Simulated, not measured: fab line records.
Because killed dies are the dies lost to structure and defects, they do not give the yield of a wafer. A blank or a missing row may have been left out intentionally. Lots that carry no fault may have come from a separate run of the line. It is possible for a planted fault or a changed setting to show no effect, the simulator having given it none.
fab line records	flow gf180mcu
record lots=13	wafers=39	lastDay=34
route steps=602 shown VT_IMPLANT@140 HV_LDD@234 PSD@256 M1@332
lots untouched by any fault: they come from a run of this same line in which no faults occurred
startH: hours from the record's opening day to when the first of the lot's shown wafers began	waitH: hours since the lot's step before	" repeats the value in the row above	L1.1+2: one row covering several wafers at once	- no value, or no start given	* or withheld: withheld	< > ~ a bound
route shown NAME@n: names a module that has steps shown in the file, with the first one's number in the route	usual: mean/standard deviation of fault-free wafers	same: alike in all rows	chamber/n: place in a boat	sites: each site's reading	_std_site: the values' standard deviation	_edge_site: outer sites' mean less inner sites'	radiusMm: for every site, how far away it sits from the centre of the wafer	mask NAME#n: copy n	behind: the last tool/chamber to shape the wafer	hold: why the lot went on hold/how many hours it stayed there/how the hold came to an end	device: the n, p or np transistor that did not switch	end of line: the route-end tests of the same wafers	for a step that has no rows: nothing shown but its recipe	killed: not the wafer's yield, but the dies lost to structure and defects at the first sort	map: a wafer's dies, marking killed ones x, the rest . and places with no die _
set.NAME: the setting the step ran with; set.NAME@STEP: the setting that earlier step ran with	model.NAME: the simulator's own value behind a step, which no gauge read
route steps across a sampled set of lots; one table per step, one row per wafer
services: from which hour (startH, from the record's first day; less than 0 if before it) a tool's chamber was out of use, for how many hours, and why
## steps
# step GF_VT_IMPLANT_WET_ETCH_50
# recipe chemistry=dHF	targetDepthNm=20	target=SiO2	tempC=25	dilution=100:1	timeS=400
# usual tempC=24.98/0.093
lot.wafer	tool	chamber	startH	waitH	tempC
L922.2	wetBench-02	3	174.66	0.1	24.95
L922.5	"	3	"	"	24.93
L922.6	"	3	"	"	24.87
L923.1	wetBench-03	2	176.09	0.1	25.07
L923.3	"	2	"	"	25.15
L923.6	"	2	"	"	25.17
L924.2	wetBench-01	1	183.96	0.1	24.91
L924.3	"	1	"	"	24.83
L924.6	"	1	"	"	24.90
L925.1	wetBench-03	2	188.40	0.1	25.03
L925.2	"	2	"	"	25.01
L925.3	"	2	"	"	25.08
L926.3	wetBench-02	3	194.24	0.1	25.04
L926.4	"	3	"	"	25.17
L926.5	"	3	"	"	24.94
L931.1	wetBench-02	2	223.36	0.1	25.94
L931.2	"	2	"	"	25.88
L931.3	"	2	"	"	26.04
L937.2	wetBench-01	0	266.39	0.1	24.94
L937.3	"	0	"	"	25.05
L937.4	"	0	"	"	24.94
L938.2	wetBench-01	0	272.86	0.1	24.90
L938.3	"	0	"	"	25.07
L938.6	"	0	"	"	24.97
L939.1	wetBench-01	0	280.14	0.1	25.14
L939.3	"	0	"	"	24.97
L939.4	"	0	"	"	24.95
L941.1	wetBench-01	1	291.31	0.1	24.97
L941.3	"	1	"	"	24.84
L941.6	"	1	"	"	24.91
L942.3	wetBench-03	2	299.14	0.1	24.81
L942.4	"	2	"	"	25.03
L942.6	"	2	"	"	24.98
L943.2	wetBench-03	2	304.90	0.1	24.97
L943.4	"	2	"	"	24.90
L943.6	"	2	"	"	24.93
L944.3	wetBench-01	1	310.56	0.1	24.97
L944.5	"	1	"	"	25.07
L944.6	"	1	"	"	25.19
# step GF_HV_LDD_ETCHBACK_58
# recipe chemistry=CH3F/O2	target=Si3N4	stopOn=SiO2	sourceW=400	biasW=80	pressureMtorr=25	ch3fFlowSccm=40	O2_flow_sccm=30	timeS=100	targetDepthA=900
# usual drypumpMotorCurrentA=5.7/0.39	oesProductAu=0.842/0.0071	throttleValvePct=10.560/0.0096
lot.wafer	tool	chamber	startH	waitH	drypumpMotorCurrentA	oesProductAu	rfHoursCounterH	throttleValvePct
L922.2	rieDiel-03	2	295.60	0.0	5.1	0.845	1	10.570
L922.5	"	3	"	"	5.5	0.845	-	10.562
L922.6	"	2	"	"	5.1	0.841	-	10.556
L923.1	rieDiel-03	2	298.90	0.1	5.1	0.839	1	10.559
L923.3	"	0	"	"	5.4	0.848	9	10.561
L923.6	"	1	"	"	6.2	0.837	-	10.570
L924.2	rieDiel-03	2	303.41	0.0	5.1	0.839	1	10.545
L924.3	"	1	"	"	6.1	0.847	60	10.553
L924.6	"	1	"	"	6.1	0.838	-	10.560
L925.1	rieDiel-01	3	311.12	0.1	5.4	0.837	103	10.566
L925.2	"	2	"	"	6.1	0.833	12	10.568
L925.3	"	1	"	"	5.4	0.837	77	10.550
L926.3	rieDiel-03	3	317.94	0.0	5.5	0.829	64	10.555
L926.4	"	0	"	"	5.4	0.834	10	10.561
L926.5	"	2	"	"	5.1	0.829	-	10.555
L931.1	rieDiel-03	3	354.40	0.1	5.5	0.843	65	10.560
L931.2	"	1	"	"	6.1	0.843	61	10.561
L931.3	"	2	"	"	5.1	0.840	2	10.566
L937.2	rieDiel-03	0	406.13	0.0	5.5	0.842	12	10.578
L937.3	"	1	"	"	6.1	0.839	63	10.561
L937.4	"	2	"	"	5.1	0.850	4	10.569
L938.2	rieDiel-01	3	415.07	0.0	5.5	0.845	106	10.557
L938.3	"	1	"	"	5.4	0.849	79	10.556
L938.6	"	1	"	"	5.4	0.844	-	10.566
L939.1	rieDiel-03	0	423.17	0.1	5.5	0.838	13	10.548
L939.3	"	3	"	"	5.5	0.840	66	10.551
L939.4	"	2	"	"	5.1	0.833	4	10.540
L941.1	rieDiel-03	1	434.53	0.1	6.1	0.849	64	10.538
L941.3	"	3	"	"	5.5	0.845	67	10.564
L941.6	"	1	"	"	6.1	0.843	-	10.559
L942.3	rieDiel-04	0	446.05	0.0	5.3	0.849	3	10.558
L942.4	"	1	"	"	6.1	0.857	100	10.573
L942.6	"	1	"	"	6.1	0.852	-	10.567
L943.2	rieDiel-04	2	451.63	0.0	5.5	0.856	57	10.570
L943.4	"	0	"	"	5.4	0.843	3	10.558
L943.6	"	2	"	"	5.5	0.852	-	10.555
L944.3	rieDiel-01	1	456.86	0.0	5.4	0.843	81	10.555
L944.5	"	1	"	"	5.4	0.845	-	10.567
L944.6	"	2	"	"	6.1	0.852	-	10.576
# step GF_PSD_OVL_MEAS_08
# usual PSD_OVL=0.8/1.2
lot.wafer	tool	chamber	startH	waitH	PSD_OVL[nm]
L922.2	overlay-01	-	337.32	0.1	0.5
L922.5	"	-	"	"	2.2
L922.6	"	-	"	"	-0.2
L923.1	overlay-01	-	340.63	0.1	2.4
L923.3	"	-	"	"	0.8
L923.6	"	-	"	"	1.7
L924.2	overlay-01	-	345.77	0.1	1.5
L924.3	"	-	"	"	2.3
L924.6	"	-	"	"	0.1
L925.1	overlay-01	-	354.05	0.1	2.6
L925.2	"	-	"	"	4.4
L925.3	"	-	"	"	3.0
L926.3	overlay-02	-	361.51	0.1	1.6
L926.4	"	-	"	"	0.3
L926.5	"	-	"	"	-0.5
L931.1	overlay-02	-	399.70	0.1	-0.7
L931.2	"	-	"	"	-1.1
L931.3	"	-	"	"	0.0
L937.2	overlay-02	-	454.01	0.1	1.7
L937.3	"	-	"	"	1.0
L937.4	"	-	"	"	1.8
L938.2	overlay-01	-	463.96	0.1	-0.8
L938.3	"	-	"	"	-1.8
L938.6	"	-	"	"	-0.9
L939.1	overlay-02	-	472.28	0.1	1.5
L939.3	"	-	"	"	-1.2
L939.4	"	-	"	"	1.8
L941.1	overlay-02	-	483.70	0.1	1.0
L941.3	"	-	"	"	1.3
L941.6	"	-	"	"	1.2
L942.3	overlay-01	-	494.58	0.1	0.5
L942.4	"	-	"	"	2.6
L942.6	"	-	"	"	0.9
L943.2	overlay-01	-	499.20	0.1	0.4
L943.4	"	-	"	"	1.6
L943.6	"	-	"	"	2.1
L944.3	overlay-01	-	505.37	0.1	0.6
L944.5	"	-	"	"	-0.2
L944.6	"	-	"	"	0.8
# step GF_M1_STRIP_17
# recipe chemistry=O2/N2	powerW=1400	pressureMtorr=1500	platenTempC=250	o2FlowSccm=3000	n2FlowSccm=300	overashFraction=0.5
# usual drypumpMotorCurrentA=5.7/0.53	heaterPowerW=314/32	oesProductAu=0.556/0.0052	stripTimeToEndpointS=7.85/0.064
# same overashFraction=0.5
lot.wafer	tool	chamber	startH	waitH	drypumpMotorCurrentA	heaterPowerW	oesProductAu	rfHoursCounterH	stripTimeToEndpointS
L922.2	plasmaAsher-01	1	409.48	0.1	5.1	297	0.554	30	7.76
L922.5	"	0	"	"	5.8	303	0.562	-	7.89
L922.6	"	1	"	"	5.1	303	0.551	-	7.78
L923.1	plasmaAsher-04	0	411.63	0.1	6.5	341	0.555	73	7.87
L923.3	"	0	"	"	6.6	328	0.558	-	7.84
L923.6	"	0	"	"	6.5	322	0.556	-	7.81
L924.2	plasmaAsher-04	1	417.30	0.1	5.4	274	0.559	73	7.86
L924.3	"	1	"	"	5.4	279	0.563	-	7.91
L924.6	"	0	"	"	6.5	331	0.558	-	7.89
L925.1	plasmaAsher-03	0	427.38	0.1	5.2	406	0.561	86	7.84
L925.2	"	1	"	"	6.0	304	0.556	86	7.71
L925.3	"	1	"	"	6.1	303	0.554	-	7.70
L926.3	plasmaAsher-04	0	435.86	0.1	6.5	337	0.551	-	7.80
L926.4	"	1	"	"	5.4	287	0.562	-	7.92
L926.5	"	1	"	"	5.3	290	0.562	-	7.93
L931.1	plasmaAsher-04	0	475.43	0.1	6.5	346	0.561	5	7.95
L931.2	"	1	"	"	5.4	292	0.558	5	7.84
L931.3	"	1	"	"	5.4	286	0.556	-	7.93
L937.2	plasmaAsher-04	0	530.09	0.1	6.5	333	0.554	13	7.94
L937.3	"	0	"	"	6.5	336	0.555	-	7.92
L937.4	"	1	"	"	5.4	290	0.557	-	7.93
L938.2	plasmaAsher-01	1	538.83	0.1	5.1	303	0.549	42	7.82
L938.3	"	1	"	"	5.1	295	0.558	-	7.95
L938.6	"	1	"	"	5.1	297	0.549	-	7.77
L939.1	plasmaAsher-04	1	546.80	0.1	5.4	288	0.558	15	7.92
L939.3	"	0	"	"	6.6	347	0.565	-	7.83
L939.4	"	1	"	"	5.4	283	0.560	-	7.95
L941.1	plasmaAsher-04	1	557.38	0.1	5.4	280	0.559	16	7.89
L941.3	"	0	"	"	6.5	339	0.542	-	7.74
L941.6	"	1	"	"	5.4	278	0.544	-	7.76
L942.3	plasmaAsher-01	0	566.76	0.1	5.8	311	0.555	-	7.86
L942.4	"	1	"	"	5.1	296	0.553	-	7.82
L942.6	"	0	"	"	5.8	314	0.555	-	7.92
L943.2	plasmaAsher-01	0	571.38	0.1	5.8	302	0.554	46	7.76
L943.4	"	0	"	"	5.8	308	0.564	-	7.92
L943.6	"	1	"	"	5.1	295	0.550	-	7.74
L944.3	plasmaAsher-01	1	578.52	0.1	5.1	299	0.559	-	7.86
L944.5	"	0	"	"	5.8	304	0.556	-	7.85
L944.6	"	1	"	"	5.1	302	0.552	-	7.82
## services
tool	chamber	startH	hours	kind
rieDiel-01	1	164.66	9.0	repair
plasmaAsher-04	-	186.87	14.6	pm
rieDiel-01	3	188.77	11.2	repair
rieDiel-01	2	198.05	1.4	repair
plasmaAsher-04	-	210.38	0.9	repair
rieDiel-03	0	218.51	23.1	repair
rieDiel-03	0	252.56	2.8	repair
rieDiel-01	0	255.97	2.6	repair
wetBench-01	-	298.57	6.6	repair
rieDiel-01	-	298.98	2.8	pm
plasmaAsher-01	-	303.19	6.4	repair
rieDiel-03	2	323.84	9.5	repair
plasmaAsher-04	-	329.59	2.6	repair
rieDiel-03	1	342.89	1.9	repair
rieDiel-03	-	374.94	0.5	repair
plasmaAsher-04	-	380.84	12.4	repair
plasmaAsher-04	-	421.25	9.0	pm
rieDiel-03	2	424.15	10.6	repair
rieDiel-03	0	450.51	5.8	repair
plasmaAsher-01	-	451.30	1.8	repair
plasmaAsher-01	-	464.65	28.1	pm
rieDiel-03	2	471.34	3.5	repair
rieDiel-03	3	532.50	7.3	repair
plasmaAsher-04	-	551.82	4.8	repair
## key
firstSign step=GF_VT_IMPLANT_WET_ETCH_50	reading=tempC	direction=up	sigmas=10	usual=*	struck=*
effect none on later readings
metAt GF_VT_IMPLANT_WET_ETCH_50
struckLots L931
struckWafers L931.1,L931.2,L931.3
testerLeftOut L931
notActingAt GF_HV_LDD_ETCHBACK_58,GF_PSD_OVL_MEAS_08,GF_M1_STRIP_17
fault kind=processParameterDrift	tool=wetBench-02	chamber=2	onsetH=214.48	steps=GF_VT_IMPLANT_WET_ETCH_50	channel=tempC	offset=*	shape=step	endH=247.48	actsIn=*	stated=*
# testerLeftOut: of these lots the tester's yield and bins aren't shown, on N5 and GAA mostly nor the transistor test; their killed dies are dies lost to structure and defects alone, not to doping, threshold or leakage, so they don't give the yield
